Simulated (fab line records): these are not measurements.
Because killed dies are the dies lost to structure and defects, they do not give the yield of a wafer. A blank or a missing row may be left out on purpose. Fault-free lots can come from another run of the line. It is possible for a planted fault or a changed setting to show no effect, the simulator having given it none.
fab line records	flow sky130
record lots=24	wafers=72	last-day=50
route steps=708 shown PWDE@52 CONTACT@424 VIA1@459 METAL2@483 CAP2M@616
lots untouched by any fault: they come from a run of this same line in which no faults occurred
start-h: hours from the record's opening day to when the first of the lot's shown wafers began	wait-h: hours from the lot's prior step to this one	" unchanged from the row above	L1.1+2: several wafers, shown together as one row	- no value present, or no start provided	* or withheld: withheld	< > ~ a bound
route shown NAME@n: NAME is a module with steps in the file, n the number in the route of the first one	usual: the fault-free wafers' mean and standard deviation	same: alike in all rows	chamber/n: place in a boat	sites: per-site readings	_std_site: their standard deviation	_edge_site: the outer-site mean with the inner-site mean subtracted	radius-mm: how far each site lies from the wafer's centre	mask NAME#n: copy n	behind: the most recent tool/chamber to have shaped the wafer	hold: why the lot went on hold/how many hours it stayed there/how the hold came to an end	device: whichever transistor did not switch (one of n, p or np)	end of line: at the end of the route, the tests of the same wafers	a step without rows: its recipe alone	killed: the dies lost at the first sort to structure and to defects; this is not the yield of the wafer	map: per-die view of a wafer (x killed, . not killed, _ where there is no die)
set.NAME: the setting the step ran with; set.NAME@STEP: the setting that earlier step ran with	model.NAME: the simulator's own value behind a step, which no gauge read
steps of the route over a sample of lots; a table a step, a row a wafer
services: from which hour (start-h, from the record's first day; less than 0 if before it) a tool's chamber was out of use, for how many hours, and why
## steps
# step SKY_PWDE_OVL_MEAS_07
# usual PWDE_OVL=0.2/1.5
lot.wafer	tool	chamber	start-h	wait-h	PWDE_OVL[nm]
L075.1	overlay-02	-	77.28	-	-2.2
L075.4	"	-	"	"	1.0
L075.5	"	-	"	"	0.5
L074.3	overlay-02	-	78.10	-	-0.6
L074.4	"	-	"	"	-2.3
L074.6	"	-	"	"	-0.9
L076.1	overlay-02	-	82.75	-	1.3
L076.4	"	-	"	"	-1.6
L076.6	"	-	"	"	0.6
L077.2	overlay-01	-	83.55	-	0.5
L077.3	"	-	"	"	0.6
L077.6	"	-	"	"	1.9
L078.3	overlay-02	-	87.01	-	-0.7
L078.4	"	-	"	"	-0.3
L078.5	"	-	"	"	-2.3
L079.1	overlay-02	-	94.89	-	-0.8
L079.3	"	-	"	"	-0.7
L079.5	"	-	"	"	-1.7
L080.2	overlay-02	-	102.85	-	0.6
L080.5	"	-	"	"	1.8
L080.6	"	-	"	"	0.5
L081.1	overlay-01	-	109.85	-	0.1
L081.2	"	-	"	"	0.8
L081.5	"	-	"	"	0.8
L082.4	overlay-02	-	119.80	-	3.2
L082.5	"	-	"	"	-0.1
L082.6	"	-	"	"	0.9
L083.1	overlay-01	-	127.20	-	2.0
L083.3	"	-	"	"	1.7
L083.5	"	-	"	"	1.1
L084.1	overlay-02	-	127.99	-	0.8
L084.2	"	-	"	"	0.6
L084.6	"	-	"	"	0.0
L085.1	overlay-02	-	138.19	-	-1.1
L085.2	"	-	"	"	-0.2
L085.3	"	-	"	"	0.2
L086.1	overlay-02	-	138.78	-	1.6
L086.4	"	-	"	"	0.6
L086.6	"	-	"	"	0.8
L087.3	overlay-02	-	147.85	-	-1.2
L087.5	"	-	"	"	-1.0
L087.6	"	-	"	"	-2.1
L089.2	overlay-02	-	152.39	-	-0.8
L089.3	"	-	"	"	0.0
L089.6	"	-	"	"	-0.6
L088.1	overlay-01	-	152.73	-	1.8
L088.3	"	-	"	"	1.3
L088.4	"	-	"	"	2.2
L090.1	overlay-01	-	159.98	-	1.2
L090.2	"	-	"	"	-0.1
L090.6	"	-	"	"	1.0
L091.1	overlay-02	-	165.63	-	0.5
L091.5	"	-	"	"	-0.6
L091.6	"	-	"	"	0.5
L092.2	overlay-01	-	172.30	-	1.5
L092.4	"	-	"	"	1.8
L092.6	"	-	"	"	1.7
L093.3	overlay-01	-	177.81	-	-0.4
L093.4	"	-	"	"	2.1
L093.6	"	-	"	"	0.9
L094.2	overlay-01	-	182.79	-	-1.0
L094.3	"	-	"	"	0.0
L094.5	"	-	"	"	2.1
L095.2	overlay-02	-	184.11	-	-1.7
L095.3	"	-	"	"	-2.9
L095.5	"	-	"	"	-3.9
L096.1	overlay-01	-	189.83	-	-2.2
L096.3	"	-	"	"	-0.1
L096.4	"	-	"	"	-0.2
L097.1	overlay-01	-	197.48	-	0.7
L097.2	"	-	"	"	0.7
L097.4	"	-	"	"	0.7
# step SKY_CONTACT_ETCH_18
# recipe target=Si3N4	chemistry=CHF3/O2	stop-on=TiN	source-w=600	bias-w=200	pressure-mtorr=40	chf3-flow-sccm=50	O2_flow_sccm=5	time-s=39	target-depth-a=750
# usual drypump-motor-current-A=5.8/0.53	oes-product-au=0.855/0.0075	throttle-valve-pct=8.794/0.0095
# same time-s=39
lot.wafer	tool	chamber	start-h	wait-h	drypump-motor-current-A	oes-product-au	rf-hours-counter-h	throttle-valve-pct
L075.1	rie-diel-04	0	-	-	5.5	0.858	2	8.809
L075.4	"	2	"	"	5.6	0.855	4	8.786
L075.5	"	1	"	"	5.5	0.862	-	8.789
L074.3	rie-diel-04	1	-	-	5.5	0.862	13	8.805
L074.4	"	3	"	"	6.6	0.855	12	8.795
L074.6	"	1	"	"	5.6	0.863	-	8.791
L076.1	rie-diel-04	1	-	-	5.5	0.853	13	8.799
L076.4	"	0	"	"	5.6	0.862	3	8.792
L076.6	"	3	"	"	6.7	0.857	-	8.814
L077.2	rie-diel-01	3	-	-	6.2	0.853	7	8.790
L077.3	"	0	"	"	5.8	0.851	32	8.779
L077.6	"	1	"	"	6.4	0.843	-	8.785
L078.3	rie-diel-01	0	-	-	5.8	0.852	32	8.786
L078.4	"	1	"	"	6.4	0.858	-	8.774
L078.5	"	0	"	"	5.8	0.855	-	8.775
L079.1	rie-diel-04	1	-	-	5.5	0.839	14	8.784
L079.3	"	3	"	"	6.6	0.843	13	8.802
L079.5	"	0	"	"	5.6	0.853	-	8.773
L080.2	rie-diel-04	3	-	-	6.6	0.842	14	8.794
L080.5	"	2	"	"	5.6	0.860	-	8.802
L080.6	"	0	"	"	5.5	0.855	-	8.807
L081.1	rie-diel-04	3	-	-	6.6	0.859	14	8.800
L081.2	"	2	"	"	5.6	0.855	6	8.776
L081.5	"	3	"	"	6.6	0.861	-	8.797
L082.4	rie-diel-01	0	-	-	5.7	0.864	34	8.800
L082.5	"	2	"	"	4.7	0.866	-	8.773
L082.6	"	1	"	"	6.4	0.870	-	8.792
L084.1	rie-diel-04	0	-	-	5.5	0.855	5	8.787
L084.2	"	2	"	"	5.6	0.857	7	8.803
L084.6	"	1	"	"	5.5	0.858	-	8.796
L083.1	rie-diel-01	2	-	-	4.7	0.851	3	8.787
L083.3	"	1	"	"	6.4	0.868	15	8.785
L083.5	"	2	"	"	4.7	0.863	-	8.791
L085.1	rie-diel-01	1	-	-	6.4	0.860	15	8.794
L085.2	"	3	"	"	6.2	0.859	10	8.799
L085.3	"	2	"	"	4.7	0.851	3	8.795
L086.1	rie-diel-03	1	-	-	5.8	0.850	17	8.790
L086.4	"	1	"	"	5.8	0.870	-	8.789
L086.6	"	0	"	"	5.7	0.849	-	8.777
L087.3	rie-diel-03	3	-	-	5.1	0.864	7	8.795
L087.5	"	2	"	"	5.1	0.866	-	8.797
L087.6	"	3	"	"	5.1	0.870	-	8.791
L088.1	rie-diel-04	3	-	-	6.7	0.856	16	8.793
L088.3	"	0	"	"	5.5	0.850	6	8.786
L088.4	"	2	"	"	5.6	0.857	8	8.802
L089.2	rie-diel-01	0	-	-	5.7	0.856	0	8.800
L089.3	"	3	"	"	6.2	0.849	11	8.781
L089.6	"	2	"	"	4.7	0.863	-	8.781
L090.1	rie-diel-01	1	-	-	6.4	0.848	16	8.787
L090.2	"	3	"	"	6.2	0.845	12	8.782
L090.6	"	1	"	"	6.4	0.846	-	8.791
L091.1	rie-diel-04	1	-	-	5.5	0.850	17	8.792
L091.5	"	3	"	"	6.6	0.865	-	8.811
L091.6	"	0	"	"	5.6	0.858	-	8.777
L092.2	rie-diel-04	2	-	-	5.6	0.843	9	8.801
L092.4	"	1	"	"	5.5	0.857	17	8.802
L092.6	"	1	"	"	5.5	0.861	-	8.809
L093.3	rie-diel-01	0	-	-	5.7	0.859	2	8.798
L093.4	"	1	"	"	6.4	0.861	17	8.790
L093.6	"	1	"	"	6.4	0.857	-	8.785
L094.2	rie-diel-03	3	-	-	5.1	0.847	8	8.788
L094.3	"	2	"	"	5.1	0.843	2	8.793
L094.5	"	1	"	"	5.8	0.857	-	8.794
L095.2	rie-diel-01	0	-	-	5.8	0.847	2	8.796
L095.3	"	3	"	"	6.2	0.850	12	8.806
L095.5	"	1	"	"	6.4	0.859	-	8.810
L096.1	rie-diel-01	3	-	-	6.2	0.855	13	8.806
L096.3	"	0	"	"	5.7	0.860	2	8.802
L096.4	"	0	"	"	5.8	0.860	-	8.793
L097.1	rie-diel-03	2	-	-	5.1	0.849	2	8.792
L097.2	"	1	"	"	5.7	0.853	20	8.794
L097.4	"	3	"	"	5.1	0.858	9	8.781
# step SKY_VIA1_THK_MEAS_01
# recipe reads=SiO2_of_VIA1_HDPCVD_00
# usual VIA1_HDPCVD_THK=1027/9.2
lot.wafer	tool	chamber	start-h	wait-h	VIA1_HDPCVD_THK[nm]
L075.1	film-metro-01	-	779.38	0.1	1030
L075.4	"	-	"	"	1023
L075.5	"	-	"	"	1012
L074.3	film-metro-02	-	782.01	0.1	1026
L074.4	"	-	"	"	1026
L074.6	"	-	"	"	1033
L076.1	film-metro-02	-	787.44	0.1	1018
L076.4	"	-	"	"	1015
L076.6	"	-	"	"	1005
L077.2	film-metro-01	-	788.29	0.1	1013
L077.3	"	-	"	"	1020
L077.6	"	-	"	"	1014
L078.3	film-metro-02	-	794.25	0.1	1031
L078.4	"	-	"	"	1022
L078.5	"	-	"	"	1027
L079.1	film-metro-01	-	803.97	0.1	1027
L079.3	"	-	"	"	1017
L079.5	"	-	"	"	1010
L080.2	film-metro-03	-	816.94	0.1	1021
L080.5	"	-	"	"	1023
L080.6	"	-	"	"	1024
L081.1	film-metro-02	-	827.23	0.1	1037
L081.2	"	-	"	"	1045
L081.5	"	-	"	"	1052
L082.4	film-metro-02	-	837.68	0.0	1019
L082.5	"	-	"	"	1027
L082.6	"	-	"	"	1034
L084.1	film-metro-03	-	849.49	0.1	1040
L084.2	"	-	"	"	1028
L084.6	"	-	"	"	1029
L083.1	film-metro-01	-	855.75	0.1	1030
L083.3	"	-	"	"	1022
L083.5	"	-	"	"	1024
L085.1	film-metro-01	-	859.43	0.1	1024
L085.2	"	-	"	"	1011
L085.3	"	-	"	"	1010
L086.1	film-metro-01	-	865.69	0.1	1028
L086.4	"	-	"	"	1037
L086.6	"	-	"	"	1025
L087.3	film-metro-02	-	876.58	0.1	1028
L087.5	"	-	"	"	1039
L087.6	"	-	"	"	1027
L088.1	film-metro-03	-	881.16	0.1	1028
L088.3	"	-	"	"	1035
L088.4	"	-	"	"	1031
L089.2	film-metro-01	-	882.65	0.1	1024
L089.3	"	-	"	"	1035
L089.6	"	-	"	"	1027
L090.1	film-metro-02	-	893.09	0.1	1027
L090.2	"	-	"	"	1040
L090.6	"	-	"	"	1028
L091.1	film-metro-02	-	897.47	0.1	1033
L091.5	"	-	"	"	1024
L091.6	"	-	"	"	1025
L092.2	film-metro-01	-	902.23	0.1	1023
L092.4	"	-	"	"	1031
L092.6	"	-	"	"	1043
L093.3	film-metro-02	-	911.48	0.1	1026
L093.4	"	-	"	"	1047
L093.6	"	-	"	"	1011
L094.2	film-metro-01	-	913.90	0.1	1044
L094.3	"	-	"	"	1052
L094.5	"	-	"	"	1031
L095.2	film-metro-01	-	919.70	0.1	1025
L095.3	"	-	"	"	1033
L095.5	"	-	"	"	1040
L096.1	film-metro-01	-	931.72	0.1	1024
L096.3	"	-	"	"	1021
L096.4	"	-	"	"	1020
L097.1	film-metro-03	-	935.89	0.1	1036
L097.2	"	-	"	"	1025
L097.4	"	-	"	"	1042
# step SKY_VIA1_ETCH_14
# recipe chemistry=N2/H2	target=BARC	ion-energy-ev=200	source-w=500	bias-w=100	pressure-mtorr=30	n2-flow-sccm=100	h2-flow-sccm=200	stop-on=SiO2	time-s=45.9	target-depth-a=600
# usual drypump-motor-current-A=5.9/0.46	oes-product-au=0.855/0.0048	throttle-valve-pct=13.225/0.0084
# same time-s=45.9
lot.wafer	tool	chamber	start-h	wait-h	drypump-motor-current-A	oes-product-au	rf-hours-counter-h	throttle-valve-pct
L075.1	rie-diel-02	2	806.17	0.0	6.0	0.856	7	13.236
L075.4	"	1	"	"	6.3	0.853	9	13.218
L075.5	"	1	"	"	6.3	0.852	-	13.226
L074.3	rie-diel-01	1	808.29	0.0	6.4	0.860	14	13.216
L074.4	"	2	"	"	4.7	0.858	2	13.223
L074.6	"	1	"	"	6.4	0.860	-	13.207
L076.1	rie-diel-02	0	813.91	0.0	5.8	0.855	3	13.226
L076.4	"	3	"	"	6.0	0.859	3	13.222
L076.6	"	1	"	"	6.3	0.849	-	13.224
L077.2	rie-diel-04	1	815.12	0.0	5.5	0.852	15	13.222
L077.3	"	0	"	"	5.6	0.865	5	13.222
L077.6	"	3	"	"	6.7	0.852	-	13.214
L078.3	rie-diel-02	3	820.36	0.0	6.0	0.856	3	13.238
L078.4	"	1	"	"	6.3	0.853	10	13.222
L078.5	"	3	"	"	6.0	0.848	-	13.226
L079.1	rie-diel-04	0	830.06	0.0	5.6	0.860	5	13.216
L079.3	"	3	"	"	6.7	0.855	16	13.225
L079.5	"	1	"	"	5.5	0.854	-	13.228
L080.2	rie-diel-01	3	843.32	0.0	6.2	0.853	11	13.240
L080.5	"	1	"	"	6.4	0.852	-	13.224
L080.6	"	0	"	"	5.8	0.851	-	13.229
L081.1	rie-diel-02	3	853.42	0.0	6.1	0.857	4	13.236
L081.2	"	0	"	"	5.9	0.860	4	13.220
L081.5	"	0	"	"	5.9	0.853	-	13.226
L082.4	rie-diel-04	2	863.71	0.0	5.6	0.857	9	13.230
L082.5	"	3	"	"	6.7	0.861	-	13.209
L082.6	"	2	"	"	5.6	0.862	-	13.228
L084.1	rie-diel-02	3	875.36	0.0	6.0	0.860	5	13.228
L084.2	"	0	"	"	5.9	0.852	5	13.230
L084.6	"	2	"	"	6.0	0.856	-	13.233
L083.1	rie-diel-01	0	881.91	0.0	5.8	0.848	2	13.218
L083.3	"	3	"	"	6.2	0.847	12	13.231
L083.5	"	3	"	"	6.2	0.857	-	13.213
L085.1	rie-diel-04	1	884.57	0.0	5.5	0.858	18	13.226
L085.2	"	2	"	"	5.6	0.858	10	13.236
L085.3	"	0	"	"	5.6	0.853	8	13.226
L086.1	rie-diel-04	2	891.07	0.0	5.6	0.844	10	13.232
L086.4	"	0	"	"	5.6	0.863	8	13.216
L086.6	"	3	"	"	6.7	0.858	-	13.244
L087.3	rie-diel-01	2	901.13	0.0	4.7	0.863	-	13.234
L087.5	"	2	"	"	4.7	0.861	-	13.231
L087.6	"	3	"	"	6.2	0.854	-	13.230
L088.1	rie-diel-02	2	906.64	0.0	6.0	0.855	9	13.240
L088.3	"	0	"	"	5.8	0.859	6	13.222
L088.4	"	0	"	"	5.8	0.854	-	13.212
L089.2	rie-diel-04	3	908.21	0.0	6.6	0.852	18	13.212
L089.3	"	1	"	"	5.5	0.860	18	13.236
L089.6	"	3	"	"	6.7	0.854	-	13.215
L090.1	rie-diel-02	0	918.51	0.0	5.8	0.849	6	13.230
L090.2	"	3	"	"	6.0	0.853	6	13.246
L090.6	"	3	"	"	6.0	0.864	-	13.226
L091.1	rie-diel-02	3	922.39	0.0	6.0	0.857	6	13.225
L091.5	"	2	"	"	6.0	0.850	-	13.224
L091.6	"	3	"	"	6.0	0.856	-	13.223
L092.2	rie-diel-04	3	925.61	0.0	6.6	0.849	19	13.229
L092.4	"	1	"	"	5.5	0.860	19	13.223
L092.6	"	2	"	"	5.6	0.848	-	13.207
L093.3	rie-diel-04	2	936.16	0.0	5.6	0.843	11	13.233
L093.4	"	3	"	"	6.6	0.851	19	13.232
L093.6	"	1	"	"	5.5	0.853	-	13.224
L094.2	rie-diel-02	3	937.74	0.0	6.0	0.855	6	13.224
L094.3	"	1	"	"	6.3	0.846	12	13.218
L094.5	"	1	"	"	6.3	0.855	-	13.221
L095.2	rie-diel-04	0	944.18	0.0	5.5	0.856	9	13.222
L095.3	"	2	"	"	5.6	0.857	11	13.218
L095.5	"	2	"	"	5.6	0.851	-	13.229
L096.1	rie-diel-04	1	956.34	0.0	5.5	0.864	20	13.231
L096.3	"	0	"	"	5.6	0.858	9	13.232
L096.4	"	0	"	"	5.6	0.858	-	13.217
L097.1	rie-diel-01	1	960.47	0.0	6.5	0.853	19	13.232
L097.2	"	0	"	"	5.7	0.855	3	13.205
L097.4	"	2	"	"	4.7	0.856	7	13.230
# step SKY_METAL2_SPUTTER_00
# recipe material=Ti	target-thk-nm=15	power-w=3000	time-s=10	chamber-pressure-pa=0.4
# usual throttle-valve-pct=29.8/1.5
# same time-s=10
lot.wafer	tool	chamber	start-h	wait-h	throttle-valve-pct
L075.1	pvd-sputter-03	-	807.48	0.2	29.8
L075.4	"	-	"	"	30.5
L075.5	"	-	"	"	30.5
L074.3	pvd-sputter-04	-	809.60	0.2	28.9
L074.4	"	-	"	"	30.7
L074.6	"	-	"	"	33.0
L076.1	pvd-sputter-01	-	815.23	0.2	29.2
L076.4	"	-	"	"	28.4
L076.6	"	-	"	"	29.0
L077.2	pvd-sputter-01	-	816.44	0.1	28.2
L077.3	"	-	"	"	29.6
L077.6	"	-	"	"	28.3
L078.3	pvd-sputter-01	-	821.71	0.2	29.7
L078.4	"	-	"	"	28.3
L078.5	"	-	"	"	29.4
L079.1	pvd-sputter-04	-	831.40	0.2	31.3
L079.3	"	-	"	"	30.6
L079.5	"	-	"	"	31.1
L080.2	pvd-sputter-01	-	844.63	0.1	28.2
L080.5	"	-	"	"	28.2
L080.6	"	-	"	"	28.3
L081.1	pvd-sputter-04	-	854.77	0.1	33.2
L081.2	"	-	"	"	30.9
L081.5	"	-	"	"	33.1
L082.4	pvd-sputter-03	-	865.16	0.2	29.7
L082.5	"	-	"	"	28.2
L082.6	"	-	"	"	30.9
L084.1	pvd-sputter-03	-	877.10	0.2	30.8
L084.2	"	-	"	"	28.3
L084.6	"	-	"	"	30.5
L083.1	pvd-sputter-04	-	883.22	0.2	29.3
L083.3	"	-	"	"	31.3
L083.5	"	-	"	"	33.0
L085.1	pvd-sputter-04	-	885.89	0.2	28.8
L085.2	"	-	"	"	31.1
L085.3	"	-	"	"	33.0
L086.1	pvd-sputter-01	-	892.39	0.2	28.4
L086.4	"	-	"	"	28.5
L086.6	"	-	"	"	28.2
L087.3	pvd-sputter-04	-	902.50	0.1	31.3
L087.5	"	-	"	"	33.5
L087.6	"	-	"	"	31.3
L088.1	pvd-sputter-01	-	907.95	0.1	29.1
L088.3	"	-	"	"	29.8
L088.4	"	-	"	"	29.8
L089.2	pvd-sputter-03	-	909.64	0.1	30.6
L089.3	"	-	"	"	28.6
L089.6	"	-	"	"	29.5
L090.1	pvd-sputter-01	-	919.85	0.2	29.6
L090.2	"	-	"	"	29.5
L090.6	"	-	"	"	29.7
L091.1	pvd-sputter-04	-	923.74	0.2	30.5
L091.5	"	-	"	"	29.2
L091.6	"	-	"	"	30.9
L092.2	pvd-sputter-01	-	926.92	0.1	28.0
L092.4	"	-	"	"	28.5
L092.6	"	-	"	"	28.2
L093.3	pvd-sputter-03	-	937.51	0.2	29.6
L093.4	"	-	"	"	29.1
L093.6	"	-	"	"	30.7
L094.2	pvd-sputter-04	-	939.09	0.2	31.2
L094.3	"	-	"	"	29.0
L094.5	"	-	"	"	31.0
L095.2	pvd-sputter-01	-	945.49	0.2	29.0
L095.3	"	-	"	"	28.0
L095.5	"	-	"	"	29.8
L096.1	pvd-sputter-03	-	957.65	0.1	29.4
L096.3	"	-	"	"	29.5
L096.4	"	-	"	"	28.2
L097.1	pvd-sputter-01	-	961.88	0.2	28.5
L097.2	"	-	"	"	29.0
L097.4	"	-	"	"	29.7
# step SKY_CAP2M_METAL_ETCH_13
# recipe target-depth-nm=220	stop-on=SiO2	chemistry=Cl2/BCl3	target=TiN	pressure-mtorr=10	icp-w=900	bias-w=48.5	Cl2_flow_sccm=60	bcl3-flow-sccm=30	time-s=62.9
# usual drypump-motor-current-A=5.9/0.39	oes-product-au=0.943/0.0077	throttle-valve-pct=21.902/0.0088
# same time-s=62.9
lot.wafer	tool	chamber	start-h	wait-h	drypump-motor-current-A	oes-product-au	rf-hours-counter-h	throttle-valve-pct
L075.1	rie-metal-01	0	963.68	0.0	5.7	0.944	11	21.903
L075.4	"	1	"	"	6.2	0.945	-	21.898
L075.5	"	1	"	"	6.2	0.944	-	21.911
L074.3	rie-metal-02	1	965.80	0.0	5.5	0.940	-	21.899
L074.4	"	0	"	"	6.2	0.941	-	21.899
L074.6	"	0	"	"	6.2	0.928	-	21.907
L076.1	rie-metal-04	1	969.99	0.0	5.2	0.931	2	21.900
L076.4	"	1	"	"	5.2	0.941	-	21.917
L076.6	"	1	"	"	5.2	0.943	-	21.901
L077.2	rie-metal-01	0	971.10	0.0	5.7	0.939	12	21.894
L077.3	"	0	"	"	5.7	0.951	-	21.911
L077.6	"	1	"	"	6.2	0.943	-	21.912
L078.3	rie-metal-02	1	975.33	0.0	5.6	0.952	-	21.901
L078.4	"	0	"	"	6.2	0.944	-	21.892
L078.5	"	0	"	"	6.3	0.949	-	21.899
L079.1	rie-metal-04	1	986.68	0.0	5.2	0.938	3	21.901
L079.3	"	1	"	"	5.2	0.948	-	21.904
L079.5	"	1	"	"	5.2	0.950	-	21.908
L080.2	rie-metal-01	1	1000.20	0.0	6.2	0.941	7	21.899
L080.5	"	1	"	"	6.2	0.944	-	21.908
L080.6	"	0	"	"	5.7	0.943	-	21.901
L081.1	rie-metal-02	1	1004.78	0.0	5.5	0.941	0	21.885
L081.2	"	0	"	"	6.2	0.928	8	21.904
L081.5	"	1	"	"	5.6	0.948	-	21.892
L082.4	rie-metal-02	0	1018.16	0.0	6.2	0.937	-	21.921
L082.5	"	0	"	"	6.2	0.937	-	21.916
L082.6	"	1	"	"	5.5	0.944	-	21.918
L084.1	rie-metal-02	1	1024.79	0.0	5.6	0.936	1	21.901
L084.2	"	0	"	"	6.3	0.931	10	21.916
L084.6	"	1	"	"	5.6	0.947	-	21.902
L083.1	rie-metal-01	1	1030.73	0.0	6.2	0.943	9	21.913
L083.3	"	1	"	"	6.1	0.943	-	21.901
L083.5	"	1	"	"	6.2	0.957	-	21.891
L085.1	rie-metal-01	0	1033.19	0.0	5.7	0.940	16	21.891
L085.2	"	1	"	"	6.2	0.950	9	21.903
L085.3	"	0	"	"	5.7	0.937	-	21.906
L086.1	rie-metal-02	1	1042.30	0.0	5.6	0.965	3	21.904
L086.4	"	1	"	"	5.5	0.960	-	21.897
L086.6	"	1	"	"	5.6	0.955	-	21.900
L087.3	rie-metal-01	0	1048.20	0.0	5.7	0.934	-	21.907
L087.5	"	1	"	"	6.1	0.939	-	21.911
L087.6	"	0	"	"	5.7	0.942	-	21.907
L088.1	rie-metal-04	1	1051.68	0.0	5.2	0.934	7	21.912
L088.3	"	0	"	"	6.4	0.948	-	21.907
L088.4	"	1	"	"	5.2	0.932	-	21.907
L089.2	rie-metal-02	1	1054.21	0.0	5.5	0.957	-	21.892
L089.3	"	1	"	"	5.6	0.946	-	21.893
L089.6	"	1	"	"	5.5	0.951	-	21.894
L090.1	rie-metal-04	1	1072.09	0.0	5.2	0.943	8	21.920
L090.2	"	0	"	"	6.4	0.929	13	21.896
L090.6	"	1	"	"	5.2	0.923	-	21.899
L091.1	rie-metal-01	1	1073.50	0.0	6.1	0.938	12	21.900
L091.5	"	1	"	"	6.2	0.938	-	21.896
L091.6	"	0	"	"	5.7	0.937	-	21.909
L092.2	rie-metal-02	1	1074.51	0.0	5.6	0.954	-	21.897
L092.4	"	1	"	"	5.5	0.949	-	21.904
L092.6	"	1	"	"	5.6	0.948	-	21.889
L093.3	rie-metal-02	1	1082.03	0.0	5.6	0.954	-	21.898
L093.4	"	0	"	"	6.2	0.950	-	21.903
L093.6	"	0	"	"	6.2	0.947	-	21.888
L094.2	rie-metal-01	0	1084.29	0.0	5.7	0.935	20	21.911
L094.3	"	0	"	"	5.7	0.940	-	21.915
L094.5	"	1	"	"	6.2	0.937	-	21.898
L095.2	rie-metal-01	1	1091.75	0.0	6.2	0.946	13	21.894
L095.3	"	1	"	"	6.2	0.955	-	21.901
L095.5	"	0	"	"	5.6	0.951	-	21.893
L096.1	rie-metal-04	1	1099.90	0.0	5.2	0.921	10	21.906
L096.3	"	0	"	"	6.4	0.930	-	21.914
L096.4	"	1	"	"	5.2	0.930	-	21.914
L097.1	rie-metal-01	0	1102.89	0.0	5.7	0.947	21	21.891
L097.2	"	1	"	"	6.2	0.939	14	21.904
L097.4	"	1	"	"	6.2	0.948	-	21.895
## services
tool	chamber	start-h	hours	kind
rie-diel-01	-	747.58	2.8	pm
rie-metal-01	-	768.89	2.7	repair
rie-metal-02	0	773.28	22.7	repair
rie-diel-04	1	782.17	6.3	repair
rie-diel-02	3	786.44	3.3	repair
rie-metal-02	-	792.57	1.4	pm
rie-metal-02	-	795.05	0.6	repair
pvd-sputter-01	-	817.62	2.1	repair
rie-diel-04	1	833.78	2.6	repair
rie-diel-04	3	837.75	6.3	repair
rie-diel-02	1	845.17	14.1	repair
rie-diel-01	1	850.19	4.8	repair
rie-metal-02	0	867.76	8.7	repair
rie-metal-02	0	885.15	6.8	repair
rie-diel-01	2	890.52	9.0	repair
rie-diel-04	0	892.37	4.4	repair
rie-diel-01	1	894.87	16.2	repair
rie-diel-04	-	895.45	1.3	repair
rie-diel-01	0	897.70	4.7	repair
rie-diel-04	2	956.14	1.6	repair
rie-diel-04	0	1001.40	1.3	repair
pvd-sputter-01	-	1081.02	11.1	repair
rie-diel-04	-	1084.93	2.8	pm
rie-diel-04	1	1088.69	13.1	repair
## key
fault none
